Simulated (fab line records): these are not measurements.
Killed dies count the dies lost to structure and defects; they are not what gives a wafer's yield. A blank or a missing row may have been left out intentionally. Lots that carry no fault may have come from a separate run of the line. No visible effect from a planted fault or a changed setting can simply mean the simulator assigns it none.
Which of the tools did it? / flow gf180mcu / 21 wafers from 7 lots sampled at 3 of the route's 602 steps

## WHAT THE GAUGES SHOWED, per wafer
GF_M3_CD_MEAS_14 targets a cd of 280 nm.
lot=L783; measured=day 21 18:37; on=cd sem-02; cd nm (nm)=279.4 279.1 278.3
lot=L784; measured=day 22 06:19; on=cd sem-02; cd nm (nm)=279.5 279.4 280.7
lot=L792; measured=day 24 18:11; on=cd sem-01; cd nm (nm)=251.9 251.0 228.7
lot=L797; measured=day 26 07:13; on=cd sem-01; cd nm (nm)=280.7 280.9 281.4
lot=L800; measured=day 27 11:26; on=cd sem-02; cd nm (nm)=279.1 279.6 278.7
lot=L804; measured=day 28 18:20; on=cd sem-02; cd nm (nm)=279.3 279.9 279.0
lot=L805; measured=day 29 00:45; on=cd sem-02; cd nm (nm)=278.5 277.8 277.8

## TOOL THAT RAN EACH LOT (tool first, then ch and the chambers of the sampled wafers, then the start)
lot=L783; GF_M2_METAL_ETCH_16=rie metal-04 ch 0,1, day 19 16:30; GF_M3_EXPOSE_11=krf scanner-01 ch 0, day 21 06:55
lot=L784; GF_M2_METAL_ETCH_16=rie metal-01 ch 0,1, day 20 04:18; GF_M3_EXPOSE_11=krf scanner-01 ch 0, day 21 19:13
lot=L792; GF_M2_METAL_ETCH_16=rie metal-04 ch 0,1, day 22 18:22; GF_M3_EXPOSE_11=krf scanner-01 ch 0, day 24 07:23
lot=L797; GF_M2_METAL_ETCH_16=rie metal-04 ch 0,1, day 24 08:26; GF_M3_EXPOSE_11=krf scanner-02 ch 0, day 25 20:39
lot=L800; GF_M2_METAL_ETCH_16=rie metal-01 ch 0, day 25 14:32; GF_M3_EXPOSE_11=krf scanner-02 ch 0, day 27 01:29
lot=L804; GF_M2_METAL_ETCH_16=rie metal-04 ch 1, day 26 22:14; GF_M3_EXPOSE_11=krf scanner-01 ch 0, day 28 08:46
lot=L805; GF_M2_METAL_ETCH_16=rie metal-04 ch 1, day 27 05:46; GF_M3_EXPOSE_11=krf scanner-01 ch 0, day 28 15:40
- GF_M2_METAL_ETCH_16: etches the open film in Cl2/BCl3, stops on SiO2, target depth 627.5 nm, time 104.6 s.
- GF_M3_EXPOSE_11: exposes mask Metal3, target cd 280 nm.

## THE ANSWER, worked out from the rows above alone
Rule: the usual values come from the lots themselves. Put in order of their means at a reading, lots are off if they are a third of the lots or fewer, leave a main group of 4 or more, and stand apart from it by a gap of 3 or more times the standard deviation of the main group's means; of several such gaps the widest counts. Not used: any main group whose means are identical at the precision the tables above print for the reading. A lot without any number at a reading at which 4 lots or more have one is off too. Any other lot the step has rows for is counted as sound.
Off, at GF_M3_CD_MEAS_14 on cd nm: L792. The main group: mean 279.4 nm, standard deviation 0.91.
If a tool, at a process step before that reading, ran all the lots that are off and no sound lot after the first of them, it fits. Those tools and the gauges at GF_M3_CD_MEAS_14 are tried in the same way. Of those tried, none fits.

## WHAT THE SIMULATOR HAD INSERTED
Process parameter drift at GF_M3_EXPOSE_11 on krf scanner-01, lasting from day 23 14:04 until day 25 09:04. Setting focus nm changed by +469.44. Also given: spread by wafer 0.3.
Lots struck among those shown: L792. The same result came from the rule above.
